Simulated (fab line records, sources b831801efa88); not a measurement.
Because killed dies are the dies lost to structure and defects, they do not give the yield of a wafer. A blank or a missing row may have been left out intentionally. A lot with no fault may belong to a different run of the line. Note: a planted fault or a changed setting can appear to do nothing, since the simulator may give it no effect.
Matching of chambers | flow sfq_line | 4 sister chambers for SFQ_TRILAYER_A5B_CMP_CMP_130 on cmp-01
The step polishes, stops on Nb, target thk 340.7 nm. 16 wafers are shown with their chamber, then 8 later ones without.

## WAFERS WITH THEIR CHAMBER
wafer  | chamber | motor_current_A (A) | slurry_filter_dp_kPa (kPa)
L134.3 | 0       | 10.5                | 13.41
L134.4 | 3       | 9.2                 | 13.60
L134.6 | 3       | 9.4                 | 13.39
L135.1 | 2       | 9.9                 | 13.37
L135.4 | 1       | 10.9                | 13.45
L135.5 | 3       | 9.6                 | 13.48
L136.1 | 1       | 11.2                | 13.43
L136.4 | 0       | 11.1                | 13.55
L136.6 | 0       | 11.2                | 13.63
L141.1 | 0       | 10.9                | 13.53
L141.4 | 1       | 10.7                | 13.65
L141.5 | 2       | 10.2                | 13.48
L145.1 | 0       | 10.5                | 13.34
L145.2 | 1       | 11.2                | 13.38
L145.6 | 0       | 10.5                | 13.75
L149.1 | 3       | 9.5                 | 13.58

SIGNATURES (means of the wafers above)
reading              | chamber 0 | chamber 1 | chamber 2 | chamber 3 | scatter within a chamber
motor_current_A      | 10.783    | 11.000    | 10.050    | 9.425     | 0.265
slurry_filter_dp_kPa | 13.5350   | 13.4775   | 13.4250   | 13.5125   | 0.124
Rule: for a wafer and a chamber, the distance is found by dividing, reading by reading, the gap between the wafer's reading and the chamber's mean by the reading's scatter, squaring, summing and taking the root. The wafer belongs to the nearest chamber; if the next one is less than 2 further off, it can't be placed. The scatter: take each reading less its chamber's mean, square it, sum over the shown wafers, divide by the number of wafers less the number of chambers, and take the root.

## WAFERS WHOSE CHAMBER IS MISSING
wafer  | motor_current_A (A) | slurry_filter_dp_kPa (kPa)
L149.2 | 10.2                | 13.36
L149.6 | 10.4                | 13.44
L151.1 | 10.3                | 13.61
L151.5 | 10.7                | 13.50
L151.6 | 9.4                 | 13.37
L156.3 | 9.5                 | 13.31
L156.1 | 11.5                | 13.64
L156.6 | 10.1                | 13.40

## EACH ONE'S CHAMBER
wafer  | from the rows above               | in truth
L149.2 | can't be placed: 2 or 0           | 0
L149.6 | can't be placed: 2 or 0 or 1      | 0
L151.1 | can't be placed: 2 or 0 or 1 or 3 | 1
L151.5 | can't be placed: 0 or 1           | 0
L151.6 | can't be placed: 3 or 2           | 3
L156.3 | can't be placed: 3 or 2           | 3
L156.1 | can't be placed: 1 or 0           | 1
L156.6 | 2                                 | 2
Placed correctly: 1 of 8. From these rows, 7 cannot be placed; in 7 the true chamber is one of the candidates. 0 placed wrongly.
